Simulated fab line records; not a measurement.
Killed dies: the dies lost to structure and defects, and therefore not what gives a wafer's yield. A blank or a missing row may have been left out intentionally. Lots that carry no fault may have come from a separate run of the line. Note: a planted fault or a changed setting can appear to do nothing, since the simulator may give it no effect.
Which tool is to blame?    flow gf180mcu    12 lots, 36 wafers sampled, at 5 steps of a route of 602

WHAT THE GAUGES SHOWED, per wafer
GF_PSD_CD_MEAS_07 targets a cd of 400 nm. Usual: cd_nm reads 399.5 nm (standard deviation 2.2).
lot   measured      on         cd_nm (nm)         flag
L367  day 15 05:29  cd_sem-01  399.4 395.7 397.1  
L368  day 15 12:16  cd_sem-02  401.3 400.1 401.0  
L369  day 15 17:02  cd_sem-01  398.2 398.7 398.5  
L370  day 16 01:17  cd_sem-01  400.8 401.0 401.5  
L372  day 16 18:59  cd_sem-01  399.3 401.8 400.6  
L374  day 17 13:14  cd_sem-02  400.3 398.9 400.1  
L375  day 17 21:35  cd_sem-01  396.0 396.0 398.7  
L383  day 20 13:02  cd_sem-01  402.0 402.6 402.5  
L384  day 21 03:08  cd_sem-02  397.5 395.9 396.7  
L386  day 21 22:56  cd_sem-01  402.9 403.3 403.5  
L387  day 22 01:43  cd_sem-01  401.4 397.5 397.2  
L388  day 22 06:49  cd_sem-02  396.2 394.4 395.0  

GF_SAB_THK_MEAS_01. Usual: SAB_CVD_00_THK typically reads 49.9 nm, with standard deviation 0.64.
lot   measured      on             SAB_CVD_00_THK (nm)            flag
L367  day 15 06:21  film_metro-01  48.9 49.3 50.8                 
L368  day 15 13:07  film_metro-03  49.8 49.6 51.1                 
L369  day 15 17:54  film_metro-03  49.1 49.9 50.4                 
L370  day 16 02:09  film_metro-01  48.4 49.2 48.0                 
L372  day 16 19:51  film_metro-03  48.4 50.3 49.0                 
L374  day 17 14:04  film_metro-03  64.8 50.3 50.6 64.8 50.3 50.6  OFF
L375  day 17 22:26  film_metro-01  49.2 49.9 50.3                 
L383  day 20 13:54  film_metro-02  49.2 49.0 49.6                 
L384  day 21 03:59  film_metro-03  49.5 49.6 51.3                 
L386  day 21 23:47  film_metro-01  49.7 49.9 50.5                 
L387  day 22 02:34  film_metro-03  49.1 50.0 50.6                 
L388  day 22 07:43  film_metro-02  49.3 50.0 50.1                 

GF_V1_THK_MEAS_01. Usual: V1_CVD_00_THK typically reads 626 nm, with standard deviation 6.6.
lot   measured      on             V1_CVD_00_THK (nm)  flag
L367  day 18 06:32  film_metro-03  632 623 638         
L368  day 18 12:50  film_metro-02  630 637 628         
L369  day 18 19:23  film_metro-01  619 621 619         
L370  day 19 03:44  film_metro-01  622 639 621         
L372  day 19 22:26  film_metro-01  625 632 635         
L374  day 20 18:25  film_metro-03  626 629 625         
L375  day 21 03:53  film_metro-02  627 628 620         
L383  day 23 17:06  film_metro-02  632 630 629         
L384  day 24 05:22  film_metro-01  628 616 628         
L386  day 24 23:43  film_metro-03  627 625 634         
L387  day 25 01:49  film_metro-01  633 636 621         
L388  day 25 06:46  film_metro-02  627 631 634         

TOOL THAT RAN EACH LOT (tool first, then ch and the chambers of the sampled wafers, then the start)
lot   GF_VT_IMPLANT_STRIP_09                GF_SAB_CVD_00
L367  plasma_asher-03 ch 0,1, day 6 06:53   pecvd-01 ch 0,1,2, day 15 06:20
L368  plasma_asher-01 ch 0, day 6 12:23     pecvd-01 ch 0,2, day 15 13:05
L369  plasma_asher-02 ch 0,1, day 6 16:26   pecvd-01 ch 0,2, day 15 17:53
L370  plasma_asher-02 ch 0,1, day 7 00:20   pecvd-02 ch 0,1,2, day 16 02:08
L372  plasma_asher-03 ch 0,1, day 7 10:11   pecvd-02 ch 0,2, day 16 19:50
L374  plasma_asher-01 ch 0,1, day 7 22:34   pecvd-01 ch 0,1,2, day 17 14:02
L375  plasma_asher-03 ch 0,1, day 8 07:47   pecvd-04 ch 0,2, day 17 22:25
L383  plasma_asher-03 ch 0, day 10 06:32    pecvd-04 ch 0,2, day 20 13:53
L384  plasma_asher-01 ch 0,1, day 10 13:46  pecvd-04 ch 0,1,2, day 21 03:58
L386  plasma_asher-02 ch 0,1, day 11 02:50  pecvd-01 ch 0,2, day 21 23:46
L387  plasma_asher-03 ch 0,1, day 11 11:07  pecvd-04 ch 0,1,2, day 22 02:31
L388  plasma_asher-01 ch 0,1, day 11 12:35  pecvd-01 ch 0,2, day 22 07:41
- GF_VT_IMPLANT_STRIP_09: strips in O2/N2.
- GF_SAB_CVD_00: deposits SiO2 from TEOS, target thk 50 nm, time 4.9302 s.

WHAT THE TOOLS THEMSELVES READ (means of the sampled wafers that have a number; where no wafer has one, the mark that the record gives instead)
GF_VT_IMPLANT_STRIP_09. Usual: drypump_motor_current_A 5.7 A, standard deviation 0.39; heater_power_w 353 W, standard deviation 26; oes_product_au 0.716 a.u., standard deviation 0.0046; platen_temp_c 250.00 C, standard deviation 0.17; strip_time_to_endpoint_s 12.801 s, standard deviation 0.022.
lot   tool             drypump_motor_current_A (A)  heater_power_w (W)  oes_product_au (a.u.)  platen_temp_c (C)  strip_time_to_endpoint_s (s)  flag
L367  plasma_asher-03  5.9                          363                 0.722                  249.89             12.783                        
L368  plasma_asher-01  5.1                          400                 0.713                  249.96             12.815                        
L369  plasma_asher-02  5.9                          336                 0.717                  249.99             12.786                        
L370  plasma_asher-02  5.9                          332                 0.718                  250.11             12.825                        
L372  plasma_asher-03  5.9                          366                 0.718                  249.91             12.799                        
L374  plasma_asher-01  5.3                          376                 0.720                  250.01             12.786                        
L375  plasma_asher-03  5.9                          360                 0.713                  249.97             12.787                        
L383  plasma_asher-03  6.1                          375                 0.713                  250.16             12.815                        
L384  plasma_asher-01  5.3                          375                 0.716                  250.05             12.829                        
L386  plasma_asher-02  5.9                          340                 0.718                  249.96             12.790                        
L387  plasma_asher-03  5.7                          352                 0.714                  249.77             12.796                        
L388  plasma_asher-01  5.3                          382                 0.715                  249.96             12.800                        

GF_SAB_CVD_00. Usual: heater_power_w 682 W, standard deviation 83; rf_fwd_power_W 588.4 W, standard deviation 2.2.
lot   tool      heater_power_w (W)  rf_fwd_power_W (W)  flag
L367  pecvd-01  671                 591.1               
L368  pecvd-01  756                 588.1               
L369  pecvd-01  764                 587.7               
L370  pecvd-02  685                 586.2               
L372  pecvd-02  639                 586.0               
L374  pecvd-01  664                 589.5               
L375  pecvd-04  633                 588.0               
L383  pecvd-04  702                 586.2               
L384  pecvd-04  662                 589.7               
L386  pecvd-01  702                 587.4               
L387  pecvd-04  611                 588.0               
L388  pecvd-01  714                 588.9               

THE ANSWER, worked out from the rows above alone
Rule: a lot counts as off when the mean over its wafers that have a number is more than 3 standard deviations away from the usual mean. Also off: a lot with no number at a reading for which 4 or more lots have one. Where the step has rows for the other lots, those lots are counted as sound. Order of review: gauges by route order, followed by the tools' own readings, for which a lot's mean as printed above is used. The first step at which some lot is off is used, and at that step the reading that is off furthest; a lot without a number counts as furthest.
Off: at GF_SAB_THK_MEAS_01 (SAB_CVD_00_THK), L374.
If a tool, at a process step before that reading, ran all the lots that are off and no sound lot after the first of them, it fits. The gauges at GF_SAB_THK_MEAS_01 are tried like those tools. Not one of the candidates tried fits.

WHAT HAD BEEN PUT IN BY THE SIMULATOR
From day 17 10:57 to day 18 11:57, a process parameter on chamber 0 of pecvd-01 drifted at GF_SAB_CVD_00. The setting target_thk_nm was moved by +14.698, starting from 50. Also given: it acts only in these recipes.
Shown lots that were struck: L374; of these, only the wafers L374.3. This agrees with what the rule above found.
